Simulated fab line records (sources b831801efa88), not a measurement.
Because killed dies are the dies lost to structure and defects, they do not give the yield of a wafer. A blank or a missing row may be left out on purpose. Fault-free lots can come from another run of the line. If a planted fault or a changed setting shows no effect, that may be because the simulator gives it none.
fab line records	flow sky130
[record] lots = 11	wafers = 33	last_day = 50
route steps=708 shown METAL3@566 VIA3@586 PAD_OPEN@708
lots that met no fault: from a run of the same line without faults
start_h: hours from the record's opening day to when the first of the lot's shown wafers began	wait_h: hours from the lot's prior step to this one	" the same as in the row above	L1.1+2: one row covering several wafers at once	- either no value or no given start	* or withheld: withheld	< > ~ a bound
route shown NAME@n: NAME is a module with steps in the file, n the number in the route of the first one	usual: the fault-free wafers' mean and standard deviation	same: alike in all rows	chamber/n: place in a boat	sites: the reading at each site	_std_site: the values' standard deviation	_edge_site: mean of outer sites minus mean of inner sites	radius_mm: how far each site lies from the wafer's centre	mask NAME#n: copy n	behind: the tool/chamber that last shaped the wafer	hold: why the lot was held/for how many hours/how that ended	device: the transistor (n, p or np) that didn't switch	end of line: the tests these same wafers got at the end of their route	a step with no rows: only its recipe	killed: at the first sort, the dies lost to defects and structure; wafer yield is something else	map: the dies of a wafer, with x for killed, . for not killed, _ for no die there
set.NAME: the setting as run; set.NAME@STEP: as run at that earlier step	model.NAME: the simulator's own value behind a step, which no gauge read
steps of the route over a sample of lots; a table a step, a row a wafer
services: the hour from which a tool's chamber was out of use, counted from the record's first day as start_h (under 0 if before that day), plus the number of hours and why
[[steps]]
[step SKY_METAL3_ETCH_16]
[recipe] chemistry = N2/H2	target = BARC	ion_energy_ev = 200	bias_w = 100	pressure_mtorr = 30	n2_flow_sccm = 100	h2_flow_sccm = 200	icp_w = 500	stop_on = SiO2	time_s = 88.2	target_depth_a = 600
[usual] chamber_pressure_mTorr = 30.00/0.035	drypump_motor_current_A = 5.9/0.57	oes_product_au = 0.625/0.0045	throttle_valve_pct = 13.206/0.0083
lot.wafer	tool	chamber	start_h	wait_h	chamber_pressure_mTorr	drypump_motor_current_A	oes_product_au	rf_hours_counter_h	throttle_valve_pct
L915.1	rie_metal-02	0	900.22	0.0	30.00	5.0	0.627	3	13.199
L915.3	"	1	"	"	29.98	6.6	0.621	-	13.192
L915.4	"	0	"	"	30.01	5.0	0.630	-	13.191
L916.4	rie_metal-02	0	900.97	0.0	29.97	5.0	0.629	-	13.208
L916.5	"	1	"	"	30.01	6.6	0.626	-	13.214
L916.6	"	0	"	"	29.98	5.0	0.625	-	13.201
L917.3	rie_metal-01	0	919.36	0.0	30.02	6.1	0.627	-	13.194
L917.5	"	0	"	"	29.98	6.1	0.624	-	13.195
L917.6	"	1	"	"	29.97	6.0	0.625	-	13.200
L920.1	rie_metal-01	1	943.49	0.0	30.00	6.0	0.623	4	13.209
L920.2	"	0	"	"	30.00	6.1	0.621	7	13.217
L920.6	"	1	"	"	29.97	6.0	0.621	-	13.208
L921.1	rie_metal-02	0	947.25	0.0	30.02	5.0	0.619	6	13.195
L921.3	"	1	"	"	29.99	6.6	0.627	-	13.211
L921.4	"	0	"	"	29.97	5.0	0.631	-	13.206
L929.3	rie_metal-03	0	1006.17	0.0	30.03	6.0	0.634	-	13.198
L929.4	"	1	"	"	29.98	6.3	0.625	-	13.205
L929.5	"	0	"	"	29.98	6.1	0.623	-	13.192
L930.1	rie_metal-01	0	1011.95	0.0	29.99	6.1	0.621	10	13.203
L930.2	"	1	"	"	30.00	6.0	0.627	7	13.213
L930.4	"	0	"	"	30.00	6.1	0.625	-	13.208
L931.2	rie_metal-03	1	1018.07	0.0	30.04	6.2	0.630	19	13.199
L931.3	"	1	"	"	29.98	6.2	0.623	-	13.198
L931.6	"	0	"	"	30.00	6.1	0.632	-	13.205
L934.1	rie_metal-01	0	1032.15	0.0	29.99	6.1	0.624	12	13.182
L934.2	"	1	"	"	30.01	6.0	0.627	9	13.200
L934.5	"	0	"	"	29.96	6.1	0.621	-	13.207
L936.1	rie_metal-02	0	1038.49	0.0	30.01	5.0	0.625	11	13.210
L936.3	"	0	"	"	30.01	5.0	0.631	-	13.213
L936.4	"	1	"	"	30.01	6.6	0.627	-	13.214
L937.1	rie_metal-02	1	1051.14	0.0	30.00	6.6	0.624	15	13.221
L937.2	"	0	"	"	30.00	5.0	0.627	11	13.215
L937.5	"	1	"	"	30.00	6.6	0.618	-	13.224
[step SKY_VIA3_OVL_MEAS_13]
[usual] VIA3_OVL = -1/5
lot.wafer	tool	chamber	start_h	wait_h	VIA3_OVL[nm]
L915.1	overlay-02	-	926.02	0.1	6
L915.3	"	-	"	"	-3
L915.4	"	-	"	"	-2
L916.4	overlay-02	-	927.17	0.1	3
L916.5	"	-	"	"	5
L916.6	"	-	"	"	5
L917.3	overlay-01	-	945.31	0.1	5
L917.5	"	-	"	"	2
L917.6	"	-	"	"	-1
L920.1	overlay-01	-	969.05	0.1	0
L920.2	"	-	"	"	-10
L920.6	"	-	"	"	4
L921.1	overlay-02	-	973.25	0.1	-4
L921.3	"	-	"	"	-1
L921.4	"	-	"	"	-1
L929.3	overlay-01	-	1030.61	0.1	-3
L929.4	"	-	"	"	7
L929.5	"	-	"	"	2
L930.1	overlay-02	-	1036.28	0.1	2
L930.2	"	-	"	"	3
L930.4	"	-	"	"	6
L931.2	overlay-02	-	1042.34	0.1	-8
L931.3	"	-	"	"	-19
L931.6	"	-	"	"	-4
L934.1	overlay-01	-	1056.27	0.1	1
L934.2	"	-	"	"	-6
L934.5	"	-	"	"	-4
L936.1	overlay-02	-	1061.88	0.1	-13
L936.3	"	-	"	"	1
L936.4	"	-	"	"	0
L937.1	overlay-01	-	1073.67	0.1	-3
L937.2	"	-	"	"	5
L937.5	"	-	"	"	8
[step SKY_VIA3_ETCH_15]
[recipe] target = SiO2	chemistry = C4F8/O2/Ar	target_depth_nm = 507	stop_on = TiN	mask_material = KrF-thick	source_w = 1500	bias_w = 1200	pressure_mtorr = 40	c4f8_flow_sccm = withheld	O2_flow_sccm = 6	Ar_flow_sccm = 300	time_s = 75.38
[usual] chamber_pressure_mTorr = 40.00/0.038	oes_product_au = 0.965/0.0047
lot.wafer	tool	chamber	start_h	wait_h	chamber_pressure_mTorr	oes_product_au	rf_hours_counter_h
L915.1	rie_diel-03	3	926.10	0.0	39.95	0.971	24
L915.3	"	2	"	"	40.01	0.966	10
L915.4	"	1	"	"	39.95	0.965	-
L916.4	rie_diel-04	0	927.23	0.0	39.94	0.960	20
L916.5	"	3	"	"	39.99	0.966	-
L916.6	"	0	"	"	40.03	0.963	-
L917.3	rie_diel-04	0	945.38	0.0	40.02	0.967	21
L917.5	"	2	"	"	39.99	0.973	-
L917.6	"	3	"	"	40.02	0.967	-
L920.1	rie_diel-04	1	969.13	0.0	40.00	0.859	3
L920.2	"	3	"	"	40.03	0.962	6
L920.6	"	3	"	"	39.94	0.961	-
L921.1	rie_diel-04	3	973.33	0.0	39.96	0.868	6
L921.3	"	1	"	"	40.06	0.960	3
L921.4	"	2	"	"	39.99	0.970	16
L929.3	rie_diel-03	3	1030.68	0.0	39.97	0.965	28
L929.4	"	0	"	"	39.97	0.961	20
L929.5	"	3	"	"	39.99	0.963	-
L930.1	rie_diel-04	1	1036.36	0.0	40.02	0.965	5
L930.2	"	3	"	"	40.03	0.963	8
L930.4	"	0	"	"	40.03	0.967	24
L931.2	rie_diel-02	2	1042.41	0.0	39.96	0.965	19
L931.3	"	3	"	"	40.00	0.970	25
L931.6	"	1	"	"	40.04	0.958	-
L934.1	rie_diel-04	0	1056.35	0.0	39.93	0.967	24
L934.2	"	2	"	"	40.01	0.959	19
L934.5	"	0	"	"	40.00	0.966	-
L936.1	rie_diel-04	1	1061.96	0.0	40.02	0.966	6
L936.3	"	0	"	"	40.04	0.962	25
L936.4	"	2	"	"	39.98	0.967	19
L937.1	rie_diel-04	3	1073.75	0.0	40.00	0.974	9
L937.2	"	1	"	"	39.96	0.972	6
L937.5	"	2	"	"	40.07	0.966	-
[step SKY_VIA3_STRIP_16]
[recipe] chemistry = O2/N2	power_w = 1400	pressure_mtorr = 1500	platen_temp_c = withheld	o2_flow_sccm = 3000	n2_flow_sccm = 300	overash_fraction = 0.5
[usual] chamber_pressure_mTorr = 1500.0/1.4	drypump_motor_current_A = 5.8/0.65	oes_product_au = 0.403/0.004	strip_time_to_endpoint_s = 4.169/0.026
lot.wafer	tool	chamber	start_h	wait_h	chamber_pressure_mTorr	drypump_motor_current_A	oes_product_au	rf_hours_counter_h	strip_time_to_endpoint_s
L915.1	plasma_asher-04	1	926.16	0.0	1500.0	6.2	0.404	49	4.197
L915.3	"	1	"	"	1501.3	6.2	0.404	-	4.195
L915.4	"	0	"	"	1500.2	6.5	0.406	-	4.195
L916.4	plasma_asher-01	0	927.32	0.1	1500.3	4.8	0.398	-	4.120
L916.5	"	1	"	"	1499.9	6.2	0.406	-	4.133
L916.6	"	0	"	"	1497.6	4.8	0.405	-	4.085
L917.3	plasma_asher-04	0	945.47	0.1	1501.3	6.4	0.393	-	4.132
L917.5	"	0	"	"	1500.1	6.4	0.403	-	4.156
L917.6	"	1	"	"	1501.4	6.2	0.404	-	4.115
L920.1	plasma_asher-04	1	969.19	0.0	1503.2	6.2	0.409	52	4.416
L920.2	"	0	"	"	1499.4	6.4	0.401	52	4.169
L920.6	"	1	"	"	1496.7	6.2	0.403	-	4.170
L921.1	plasma_asher-04	1	973.39	0.0	1499.4	6.2	0.413	52	4.369
L921.3	"	0	"	"	1501.5	6.5	0.406	-	4.126
L921.4	"	1	"	"	1501.2	6.2	0.410	-	4.157
L929.3	plasma_asher-03	0	1030.77	0.1	1500.0	5.8	0.406	-	4.201
L929.4	"	1	"	"	1500.0	5.5	0.404	-	4.206
L929.5	"	1	"	"	1500.4	5.5	0.409	-	4.188
L930.1	plasma_asher-01	1	1036.42	0.0	1501.1	6.3	0.397	30	4.181
L930.2	"	0	"	"	1499.5	4.8	0.398	30	4.168
L930.4	"	0	"	"	1500.1	4.8	0.402	-	4.182
L931.2	plasma_asher-03	1	1042.47	0.0	1498.1	5.5	0.403	93	4.175
L931.3	"	1	"	"	1500.0	5.5	0.406	-	4.142
L931.6	"	1	"	"	1499.4	5.5	0.403	-	4.170
L934.1	plasma_asher-01	0	1056.41	0.0	1498.6	4.8	0.403	32	4.170
L934.2	"	1	"	"	1501.6	6.2	0.403	32	4.185
L934.5	"	1	"	"	1500.7	6.2	0.402	-	4.184
L936.1	plasma_asher-04	1	1062.02	0.0	1501.0	6.2	0.409	62	4.160
L936.3	"	1	"	"	1501.3	6.2	0.400	-	4.162
L936.4	"	0	"	"	1499.3	6.5	0.403	-	4.164
L937.1	plasma_asher-01	0	1073.81	0.0	1497.4	4.8	0.411	34	4.167
L937.2	"	1	"	"	1499.5	6.2	0.398	34	4.127
L937.5	"	0	"	"	1499.9	4.8	0.408	-	4.170
[step SKY_VIA3_SPUTTER_20]
[recipe] material = TiN	target_thk_nm = 20	chamber_pressure_pa = 5	power_w = 4000	time_s = 80
[usual] chamber_pressure_pa = 5.001/0.011	throttle_valve_pct = 30.3/1.2
lot.wafer	tool	chamber	start_h	wait_h	chamber_pressure_pa	throttle_valve_pct
L915.1	pvd_sputter-04	-	926.79	0.0	5.011	29.4
L915.3	"	-	"	"	4.979	30.2
L915.4	"	-	"	"	4.991	28.7
L916.4	pvd_sputter-04	-	927.95	0.0	5.004	29.1
L916.5	"	-	"	"	5.005	28.7
L916.6	"	-	"	"	5.006	30.4
L917.3	pvd_sputter-02	-	946.03	0.0	5.010	28.8
L917.5	"	-	"	"	5.009	31.3
L917.6	"	-	"	"	5.031	31.3
L920.1	pvd_sputter-01	-	969.79	0.0	4.988	32.8
L920.2	"	-	"	"	5.012	30.1
L920.6	"	-	"	"	4.996	28.7
L921.1	pvd_sputter-04	-	973.99	0.0	4.999	29.9
L921.3	"	-	"	"	4.993	29.2
L921.4	"	-	"	"	4.997	29.4
L929.3	pvd_sputter-01	-	1031.33	0.0	5.004	31.1
L929.4	"	-	"	"	4.994	32.5
L929.5	"	-	"	"	4.981	28.6
L930.1	pvd_sputter-04	-	1037.07	0.0	4.998	28.8
L930.2	"	-	"	"	4.975	29.4
L930.4	"	-	"	"	5.009	30.3
L931.2	pvd_sputter-01	-	1043.10	0.0	4.993	31.2
L931.3	"	-	"	"	4.992	30.3
L931.6	"	-	"	"	5.000	28.4
L934.1	pvd_sputter-01	-	1057.04	0.0	5.001	32.8
L934.2	"	-	"	"	4.991	31.4
L934.5	"	-	"	"	5.019	30.1
L936.1	pvd_sputter-02	-	1062.73	0.0	5.005	30.2
L936.3	"	-	"	"	5.002	31.1
L936.4	"	-	"	"	4.997	31.3
L937.1	pvd_sputter-01	-	1074.44	0.0	4.996	31.3
L937.2	"	-	"	"	4.996	29.9
L937.5	"	-	"	"	5.005	30.2
[step SKY_PAD_OPEN_PROBE_99]
[usual] defect_limited_yield = 82.4/1.7	killed_at_M0_to_M3 = 43/6.4	killed_at_M4_up = 3.5/1.8	killed_at_contacts = 25/5.7	killed_at_front_end = 15/3.9	killed_at_other = 0.3/0.67	killed_dies = 87/8.6	killed_open = 47/6.7	killed_short = 39/5.9
[same] gross_dies = 492	killed_at_back_side = 0
lot.wafer	tool	chamber	start_h	wait_h	defect_limited_yield[%]	killed_at_M0_to_M3	killed_at_M4_up	killed_at_contacts	killed_at_front_end	killed_at_other	killed_dies	killed_open	killed_short
L915.1	prober-02	-	1073.03	0.1	86.6	37	2	17	10	0	66	40	26
L915.3	prober-02	-	1073.13	0.2	83.1	35	5	27	14	2	83	45	38
L915.4	prober-02	-	1073.18	0.2	81.3	44	5	22	21	0	92	50	42
L916.4	prober-01	-	1074.68	0.2	82.5	46	4	20	15	1	86	44	42
L916.5	prober-01	-	1074.73	0.2	81.5	52	2	26	11	0	91	57	34
L916.6	prober-01	-	1074.78	0.2	81.9	32	6	32	19	0	89	44	44
L917.3	prober-01	-	1088.53	0.2	82.7	41	3	32	9	0	85	44	41
L917.5	prober-01	-	1088.63	0.2	82.1	38	3	29	18	0	88	46	41
L917.6	prober-01	-	1088.68	0.2	84.1	34	4	28	12	0	78	43	34
L920.1	prober-01	-	1109.13	0.1	80.1	52	5	21	20	0	98	52	45
L920.2	prober-01	-	1109.18	0.1	78.5	52	4	34	16	0	106	54	52
L920.6	prober-01	-	1109.38	0.2	82.5	42	2	23	19	0	86	40	46
L921.1	prober-02	-	1113.21	0.1	83.5	45	3	15	18	0	81	43	38
L921.3	prober-02	-	1113.31	0.2	83.9	38	4	23	14	0	79	49	30
L921.4	prober-02	-	1113.36	0.2	82.9	45	3	20	16	0	84	42	42
L929.3	prober-02	-	1159.96	0.2	80.9	47	2	21	23	1	94	53	40
L929.4	prober-02	-	1160.01	0.2	81.7	53	7	17	13	0	90	47	43
L929.5	prober-02	-	1160.06	0.2	77.8	57	5	32	15	0	109	60	49
L930.1	prober-01	-	1165.31	0.1	82.9	47	2	23	12	0	84	46	38
L930.2	prober-01	-	1165.36	0.1	80.5	55	4	27	9	1	96	54	42
L930.4	prober-01	-	1165.46	0.2	82.9	32	5	29	17	1	84	49	35
L931.2	prober-02	-	1170.65	0.1	81.9	46	2	20	21	0	89	42	47
L931.3	prober-02	-	1170.70	0.2	82.1	46	2	20	20	0	88	47	41
L931.6	prober-02	-	1170.85	0.2	79.5	40	4	27	30	0	101	60	41
L934.1	prober-01	-	1180.09	0.1	80.9	50	4	26	14	0	94	36	58
L934.2	prober-01	-	1180.14	0.1	82.1	41	4	32	11	0	88	49	39
L934.5	prober-01	-	1180.29	0.2	82.3	47	8	20	11	1	87	55	32
L936.1	prober-01	-	1184.56	0.1	85.2	37	1	22	13	0	73	40	33
L936.3	prober-01	-	1184.66	0.2	81.1	41	1	36	15	0	93	54	39
L936.4	prober-01	-	1184.71	0.2	80.7	48	2	27	17	1	95	52	43
L937.1	prober-02	-	1192.49	0.1	78.7	45	4	38	17	1	105	49	55
L937.2	prober-02	-	1192.54	0.1	79.7	50	2	31	15	2	100	53	46
L937.5	prober-02	-	1192.69	0.2	80.7	52	0	29	13	1	95	53	41
// killed by level:class
L915.1 VIA3:geometric_particle:open=10 CONTACT:geometric_particle:open=6 VIA2:geometric_particle:open=6 POLY_GATE:geometric_particle:open=5 VIA1:geometric_particle:open=5 METAL1:geometric_particle:short=4 LI_CONTACT:geometric_particle:open=4 VIA2:geometric_particle:short=3
L915.3 LI_CONTACT:geometric_particle:open=9 CONTACT:geometric_particle:open=7 CONTACT:geometric_particle:short=7 VIA1:geometric_particle:open=6 VIA3:geometric_particle:open=6 METAL4:geometric_particle:short=5 POLY_GATE:geometric_particle:open=4 METAL2:geometric_particle:short=4
L915.4 VIA3:geometric_particle:open=10 VIA1:geometric_particle:open=8 LI_CONTACT:geometric_particle:open=8 FIELD_ISO:geometric_particle:open=7 SPACER:geometric_particle:short=6 CONTACT:geometric_particle:open=6 LOCAL_INTERCONNECT:geometric_particle:short=4 METAL4:geometric_particle:short=4
L916.4 CONTACT:geometric_particle:open=11 VIA1:geometric_particle:open=10 METAL2:geometric_particle:short=6 FIELD_ISO:geometric_particle:open=5 VIA1:geometric_particle:short=5 METAL1:geometric_particle:short=5 VIA2:geometric_particle:open=5 VIA3:geometric_particle:short=4
L916.5 VIA2:geometric_particle:open=11 LI_CONTACT:geometric_particle:open=10 VIA3:geometric_particle:open=8 CONTACT:geometric_particle:open=8 METAL2:geometric_particle:short=8 VIA1:geometric_particle:open=7 VIA2:geometric_particle:short=5 FIELD_ISO:geometric_particle:short=4
L916.6 LI_CONTACT:geometric_particle:open=12 METAL1:geometric_particle:short=8 LOCAL_INTERCONNECT:geometric_particle:short=7 FIELD_ISO:geometric_particle:open=6 VIA1:geometric_particle:open=6 CONTACT:geometric_particle:open=6 METAL2:geometric_particle:short=5 FIELD_ISO:geometric_particle:short=4
L917.3 LI_CONTACT:geometric_particle:open=8 VIA1:geometric_particle:open=8 CONTACT:geometric_particle:open=7 VIA1:geometric_particle:short=7 LI_CONTACT:geometric_particle:short=6 VIA3:geometric_particle:open=6 CONTACT:geometric_particle:short=5 METAL2:geometric_particle:short=5
L917.5 CONTACT:geometric_particle:open=9 LOCAL_INTERCONNECT:geometric_particle:short=7 VIA1:geometric_particle:open=7 VIA3:geometric_particle:open=7 FIELD_ISO:geometric_particle:short=6 FIELD_ISO:geometric_particle:open=5 METAL2:geometric_particle:short=5 VIA2:geometric_particle:open=5
L917.6 CONTACT:geometric_particle:open=13 VIA1:geometric_particle:open=8 LOCAL_INTERCONNECT:geometric_particle:short=5 METAL2:geometric_particle:short=5 METAL2:geometric_particle:open=5 VIA2:geometric_particle:open=5 LI_CONTACT:geometric_particle:open=4 CONTACT:geometric_particle:short=4
L920.1 VIA1:geometric_particle:open=15 METAL2:geometric_particle:short=9 LI_CONTACT:geometric_particle:open=8 FIELD_ISO:geometric_particle:open=7 CONTACT:geometric_particle:open=7 METAL1:geometric_particle:short=6 VIA3:geometric_particle:open=5 CONTACT:geometric_particle:short=5
L920.2 VIA1:geometric_particle:open=16 CONTACT:geometric_particle:short=10 CONTACT:geometric_particle:open=10 LI_CONTACT:geometric_particle:open=8 FIELD_ISO:geometric_particle:open=6 METAL2:geometric_particle:short=6 VIA2:geometric_particle:open=6 FIELD_ISO:geometric_particle:short=5
L920.6 VIA1:geometric_particle:open=10 METAL2:geometric_particle:short=8 CONTACT:geometric_particle:open=8 FIELD_ISO:geometric_particle:short=7 LI_CONTACT:geometric_particle:open=6 METAL1:geometric_particle:short=6 POLY_GATE:geometric_particle:short=4 VIA2:geometric_particle:open=4
L921.1 VIA1:geometric_particle:open=11 VIA3:geometric_particle:open=9 METAL1:geometric_particle:short=8 CONTACT:geometric_particle:open=7 FIELD_ISO:geometric_particle:short=6 METAL2:geometric_particle:short=6 POLY_GATE:geometric_particle:short=4 FIELD_ISO:geometric_particle:open=3
L921.3 VIA1:geometric_particle:open=11 LI_CONTACT:geometric_particle:open=8 CONTACT:geometric_particle:open=8 VIA3:geometric_particle:open=6 METAL1:geometric_particle:short=6 FIELD_ISO:geometric_particle:open=4 VIA2:geometric_particle:short=4 METAL4:geometric_particle:short=4
L921.4 VIA1:geometric_particle:open=8 METAL2:geometric_particle:short=8 CONTACT:geometric_particle:open=7 VIA3:geometric_particle:open=6 VIA1:geometric_particle:short=6 LI_CONTACT:geometric_particle:open=4 LI_CONTACT:geometric_particle:short=4 METAL1:geometric_particle:short=4
L929.3 CONTACT:geometric_particle:open=10 METAL2:geometric_particle:short=10 VIA2:geometric_particle:open=9 FIELD_ISO:geometric_particle:open=8 FIELD_ISO:geometric_particle:short=6 VIA1:geometric_particle:open=6 METAL1:geometric_particle:short=5 VIA3:geometric_particle:open=5
L929.4 VIA2:geometric_particle:open=9 VIA3:geometric_particle:open=9 CONTACT:geometric_particle:open=7 VIA1:geometric_particle:short=7 VIA1:geometric_particle:open=7 METAL2:geometric_particle:short=6 FIELD_ISO:geometric_particle:open=5 METAL1:geometric_particle:short=5
L929.5 VIA1:geometric_particle:open=16 LI_CONTACT:geometric_particle:open=11 CONTACT:geometric_particle:open=10 METAL2:geometric_particle:short=8 VIA1:geometric_particle:short=7 VIA3:geometric_particle:open=6 VIA2:geometric_particle:open=5 LI_CONTACT:geometric_particle:short=5
L930.1 VIA1:geometric_particle:open=12 CONTACT:geometric_particle:open=8 LI_CONTACT:geometric_particle:open=7 VIA1:geometric_particle:short=6 VIA3:geometric_particle:open=5 METAL1:geometric_particle:short=5 METAL2:geometric_particle:short=4 VIA2:geometric_particle:short=4
L930.2 VIA1:geometric_particle:open=21 LI_CONTACT:geometric_particle:open=10 METAL1:geometric_particle:short=10 VIA3:geometric_particle:open=8 LOCAL_INTERCONNECT:geometric_particle:short=6 CONTACT:geometric_particle:open=5 FIELD_ISO:geometric_particle:short=4 VIA2:geometric_particle:short=4
L930.4 LI_CONTACT:geometric_particle:open=8 CONTACT:geometric_particle:open=7 VIA2:geometric_particle:open=7 VIA1:geometric_particle:open=6 FIELD_ISO:geometric_particle:open=5 CONTACT:geometric_particle:short=5 LOCAL_INTERCONNECT:geometric_particle:short=5 METAL2:geometric_particle:short=5
L931.2 METAL2:geometric_particle:short=10 METAL1:geometric_particle:short=8 VIA3:geometric_particle:open=8 LI_CONTACT:geometric_particle:open=7 FIELD_ISO:geometric_particle:short=6 VIA2:geometric_particle:open=6 POLY_GATE:geometric_particle:open=5 CONTACT:geometric_particle:open=5
L931.3 VIA3:geometric_particle:open=9 FIELD_ISO:geometric_particle:open=8 CONTACT:geometric_particle:open=7 VIA3:geometric_particle:short=7 VIA2:geometric_particle:open=6 LI_CONTACT:geometric_particle:open=5 METAL1:geometric_particle:short=5 VIA1:geometric_particle:open=5
L931.6 LI_CONTACT:geometric_particle:open=10 VIA1:geometric_particle:open=10 FIELD_ISO:geometric_particle:short=7 CONTACT:geometric_particle:open=7 FIELD_ISO:geometric_particle:open=6 POLY_GATE:geometric_particle:open=6 METAL1:geometric_particle:short=6 VIA3:geometric_particle:open=6
L934.1 VIA1:geometric_particle:open=10 VIA1:geometric_particle:short=9 LI_CONTACT:geometric_particle:open=7 CONTACT:geometric_particle:open=7 METAL1:geometric_particle:short=7 METAL3:geometric_particle:short=6 FIELD_ISO:geometric_particle:short=5 LI_CONTACT:geometric_particle:short=5
L934.2 CONTACT:geometric_particle:open=12 LI_CONTACT:geometric_particle:open=9 VIA1:geometric_particle:open=7 CONTACT:geometric_particle:short=6 VIA3:geometric_particle:open=6 FIELD_ISO:geometric_particle:open=5 VIA2:geometric_particle:short=5 METAL1:geometric_particle:short=5
L934.5 VIA1:geometric_particle:open=16 CONTACT:geometric_particle:open=7 METAL1:geometric_particle:short=7 VIA3:geometric_particle:open=7 LOCAL_INTERCONNECT:geometric_particle:short=6 VIA2:geometric_particle:open=6 METAL2:geometric_particle:short=5 METAL4:geometric_particle:short=4
L936.1 VIA1:geometric_particle:open=8 VIA3:geometric_particle:open=8 CONTACT:geometric_particle:open=7 VIA2:geometric_particle:open=6 CONTACT:geometric_particle:short=6 LOCAL_INTERCONNECT:geometric_particle:short=5 LI_CONTACT:geometric_particle:open=4 VIA3:geometric_particle:short=4
L936.3 CONTACT:geometric_particle:open=17 LI_CONTACT:geometric_particle:open=7 VIA2:geometric_particle:open=7 LOCAL_INTERCONNECT:geometric_particle:short=6 VIA1:geometric_particle:open=6 METAL2:geometric_particle:short=6 FIELD_ISO:geometric_particle:open=5 VIA3:geometric_particle:short=5
L936.4 LI_CONTACT:geometric_particle:open=13 VIA1:geometric_particle:open=8 VIA3:geometric_particle:open=8 FIELD_ISO:geometric_particle:short=7 VIA2:geometric_particle:open=7 LOCAL_INTERCONNECT:geometric_particle:short=6 METAL2:geometric_particle:short=5 FIELD_ISO:geometric_particle:open=4
L937.1 CONTACT:geometric_particle:open=12 LI_CONTACT:geometric_particle:open=10 VIA1:geometric_particle:open=10 LOCAL_INTERCONNECT:geometric_particle:short=6 VIA1:geometric_particle:short=6 FIELD_ISO:geometric_particle:short=5 LI_CONTACT:geometric_particle:short=5 CONTACT:geometric_particle:short=5
L937.2 VIA3:geometric_particle:open=11 CONTACT:geometric_particle:open=10 LOCAL_INTERCONNECT:geometric_particle:short=8 METAL1:geometric_particle:short=7 FIELD_ISO:geometric_particle:open=6 VIA2:geometric_particle:short=6 CONTACT:geometric_particle:short=5 LI_CONTACT:geometric_particle:open=5
L937.5 CONTACT:geometric_particle:open=13 VIA1:geometric_particle:open=11 VIA2:geometric_particle:short=10 VIA2:geometric_particle:open=9 FIELD_ISO:geometric_particle:open=6 LI_CONTACT:geometric_particle:open=6 LOCAL_INTERCONNECT:geometric_particle:short=6 VIA3:geometric_particle:short=5
[[services]]
tool	chamber	start_h	hours	kind
pvd_sputter-01	1	880.47	-	consumable_replace:kit
rie_diel-02	-	895.10	0.4	repair
pvd_sputter-02	-	914.11	4.6	repair
rie_diel-02	2	916.73	6.5	repair
rie_diel-02	3	917.00	6.9	repair
plasma_asher-03	-	917.47	2.8	pm
rie_diel-03	0	920.66	7.9	repair
plasma_asher-03	-	925.61	3.3	repair
plasma_asher-04	-	928.03	14.6	pm
plasma_asher-03	-	942.18	14.6	pm
plasma_asher-01	-	963.90	14.4	repair
pvd_sputter-04	-	966.98	1.2	repair
rie_diel-04	-	967.47	0.3	repair
rie_diel-04	1	970.01	1.6	repair
rie_metal-02	0	972.21	8.2	repair
rie_diel-03	-	976.87	0.4	repair
rie_diel-02	3	978.28	16.7	repair
rie_diel-04	-	1003.82	10.0	pm
rie_diel-03	0	1008.62	8.3	repair
rie_diel-03	-	1025.66	1.1	repair
rie_diel-04	-	1032.15	2.8	pm
rie_diel-02	3	1033.67	1.3	repair
pvd_sputter-01	-	1044.31	0.9	repair
rie_metal-01	-	1057.53	0.8	repair
[[key]]
[first_sign] step = SKY_VIA3_ETCH_15	reading = oes_product_au	direction = down	sigmas = 21	usual = 0.965	struck = 0.864
[effect] step = SKY_VIA3_STRIP_16	reading = strip_time_to_endpoint_s	direction = up	sigmas = 8.7	usual = *	struck = *
met_at SKY_VIA3_ETCH_15
struck_lots L920,L921
struck_wafers L920.1,L921.1
not_acting_at SKY_METAL3_ETCH_16,SKY_VIA3_OVL_MEAS_13,SKY_VIA3_SPUTTER_20
onset_between 945.38 969.13
[fault] kind = process_parameter_drift	tool = rie_diel-04	chamber = -	onset_h = 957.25	steps = SKY_VIA3_ETCH_15	channel = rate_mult	offset = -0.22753	shape = step	end_h = 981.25	scope = struck_wafers_only
